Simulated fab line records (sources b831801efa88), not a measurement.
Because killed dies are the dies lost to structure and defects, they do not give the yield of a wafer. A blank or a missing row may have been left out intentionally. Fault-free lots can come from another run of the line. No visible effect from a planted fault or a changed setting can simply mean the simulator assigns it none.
Check for tools in common / flow sky130 / Lots sampled 13, wafers sampled 39

REASON FOR OPENING
SKY_VT_ADJUST_NCORE_TW_MEAS_11, reading VT_ADJUST_NCORE_TW: flagged on 2 of 13 lots. Fault-free wafers read 217.7, with a standard deviation of 2.
Rule: a lot is flagged in two cases, either no wafer of it has a number, or all its wafers with numbers fall more than 4 standard deviations from that mean. As for the other lots, they are considered sound.

lot=L567; measured=day 9 06:22; on=film metro-03; VT_ADJUST_NCORE_TW, wafer by wafer=218.8 218.1 219.5; flag=
lot=L569; measured=day 9 12:06; on=film metro-02; VT_ADJUST_NCORE_TW, wafer by wafer=213.1 214.5 213.9; flag=
lot=L570; measured=day 9 23:49; on=film metro-03; VT_ADJUST_NCORE_TW, wafer by wafer=219.3 219.0 219.0; flag=
lot=L571; measured=day 10 00:11; on=film metro-03; VT_ADJUST_NCORE_TW, wafer by wafer=219.7 219.2 219.1; flag=
lot=L572; measured=day 10 13:14; on=film metro-02; VT_ADJUST_NCORE_TW, wafer by wafer=216.3 216.3 217.0; flag=
lot=L574; measured=day 10 14:49; on=film metro-04; VT_ADJUST_NCORE_TW, wafer by wafer=219.8 220.6 220.4; flag=
lot=L575; measured=day 11 01:01; on=film metro-02; VT_ADJUST_NCORE_TW, wafer by wafer=215.3 215.6 216.1; flag=
lot=L581; measured=day 12 18:50; on=film metro-02; VT_ADJUST_NCORE_TW, wafer by wafer=170.6 168.5 169.2; flag=FLAGGED
lot=L582; measured=day 13 03:16; on=film metro-02; VT_ADJUST_NCORE_TW, wafer by wafer=168.2 169.0 169.5; flag=FLAGGED
lot=L584; measured=day 13 12:37; on=film metro-02; VT_ADJUST_NCORE_TW, wafer by wafer=216.4 216.2 214.9; flag=
lot=L586; measured=day 14 07:35; on=film metro-02; VT_ADJUST_NCORE_TW, wafer by wafer=217.0 216.7 217.5; flag=
lot=L587; measured=day 14 10:34; on=film metro-03; VT_ADJUST_NCORE_TW, wafer by wafer=219.5 219.8 218.6; flag=
lot=L590; measured=day 15 16:45; on=film metro-03; VT_ADJUST_NCORE_TW, wafer by wafer=219.7 220.4 220.8; flag=
On average the flagged lots' numbers are 169.2, which is -48.5 against the usual, or -24 standard deviations.

LOT BY LOT: THE TOOL USED
The record holds 1 process step before the reading, out of a route of 708 steps. In each cell: the tool, then ch and the chambers that the sampled wafers went through, then the start.
lot=L567; flag=; SKY_VT_ADJUST_NCORE_IMPLANT_09=implanter-01 ch 0, day 9 06:07
lot=L569; flag=; SKY_VT_ADJUST_NCORE_IMPLANT_09=implanter-03 ch 0, day 9 11:52
lot=L570; flag=; SKY_VT_ADJUST_NCORE_IMPLANT_09=implanter-03 ch 0, day 9 23:33
lot=L571; flag=; SKY_VT_ADJUST_NCORE_IMPLANT_09=implanter-04 ch 0, day 9 23:57
lot=L572; flag=; SKY_VT_ADJUST_NCORE_IMPLANT_09=implanter-01 ch 0, day 10 13:01
lot=L574; flag=; SKY_VT_ADJUST_NCORE_IMPLANT_09=implanter-04 ch 0, day 10 14:34
lot=L575; flag=; SKY_VT_ADJUST_NCORE_IMPLANT_09=implanter-01 ch 0, day 11 00:47
lot=L581; flag=FLAGGED; SKY_VT_ADJUST_NCORE_IMPLANT_09=implanter-01 ch 0, day 12 18:35
lot=L582; flag=FLAGGED; SKY_VT_ADJUST_NCORE_IMPLANT_09=implanter-01 ch 0, day 13 03:01
lot=L584; flag=; SKY_VT_ADJUST_NCORE_IMPLANT_09=implanter-03 ch 0, day 13 12:22
lot=L586; flag=; SKY_VT_ADJUST_NCORE_IMPLANT_09=implanter-04 ch 0, day 14 07:21
lot=L587; flag=; SKY_VT_ADJUST_NCORE_IMPLANT_09=implanter-04 ch 0, day 14 10:20
lot=L590; flag=; SKY_VT_ADJUST_NCORE_IMPLANT_09=implanter-04 ch 0, day 15 16:30
These steps, and what they do:
- SKY_VT_ADJUST_NCORE_IMPLANT_09
- SKY_VT_ADJUST_NCORE_TW_MEAS_11

FLAGGED AGAINST TOTAL, ONE TOOL AT A TIME (gauges that did the reading follow at the end)
step=SKY_VT_ADJUST_NCORE_IMPLANT_09; tool=implanter-01; lots run=5; flagged=2; share of the flagged lots=all; sound lots run after its first flagged lot=0
step=SKY_VT_ADJUST_NCORE_IMPLANT_09; tool=implanter-03; lots run=3; flagged=0; share of the flagged lots=none; sound lots run after its first flagged lot=-
step=SKY_VT_ADJUST_NCORE_IMPLANT_09; tool=implanter-04; lots run=5; flagged=0; share of the flagged lots=none; sound lots run after its first flagged lot=-
step=SKY_VT_ADJUST_NCORE_TW_MEAS_11; tool=film metro-02; lots run=7; flagged=2; share of the flagged lots=all; sound lots run after its first flagged lot=2 (L584,L586)
step=SKY_VT_ADJUST_NCORE_TW_MEAS_11; tool=film metro-03; lots run=5; flagged=0; share of the flagged lots=none; sound lots run after its first flagged lot=-
step=SKY_VT_ADJUST_NCORE_TW_MEAS_11; tool=film metro-04; lots run=1; flagged=0; share of the flagged lots=none; sound lots run after its first flagged lot=-

WHAT IS ALLOWED BY THE TABLE
implanter-01 at SKY_VT_ADJUST_NCORE_IMPLANT_09 and film metro-02 at SKY_VT_ADJUST_NCORE_TW_MEAS_11 are the 2 rows of the table that ran each flagged lot.
- implanter-01 at SKY_VT_ADJUST_NCORE_IMPLANT_09 ran 5 lots, 2 of them flagged. A fault beginning between L575 (day 11 00:47), its last sound lot, and L581 (day 12 18:35), its first flagged one, fits the data. Its own readings lie more than 4 standard deviations out on every wafer of the flagged lots: dose ions cm2, faraday current uA.
- film metro-02 at SKY_VT_ADJUST_NCORE_TW_MEAS_11 ran 7 lots, 2 of them flagged. Lots that were sound ran on it after the first flagged one (L584, L586); a persistent fault on the entire tool would not allow that.
What remains is a single tool, implanter-01 at SKY_VT_ADJUST_NCORE_IMPLANT_09.

WHAT WAS PUT IN BY THE SIMULATOR
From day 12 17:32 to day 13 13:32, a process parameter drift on implanter-01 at SKY_VT_ADJUST_NCORE_IMPLANT_09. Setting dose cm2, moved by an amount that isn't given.
Lots struck among those shown: L581, L582. The rule given above showed the same thing.
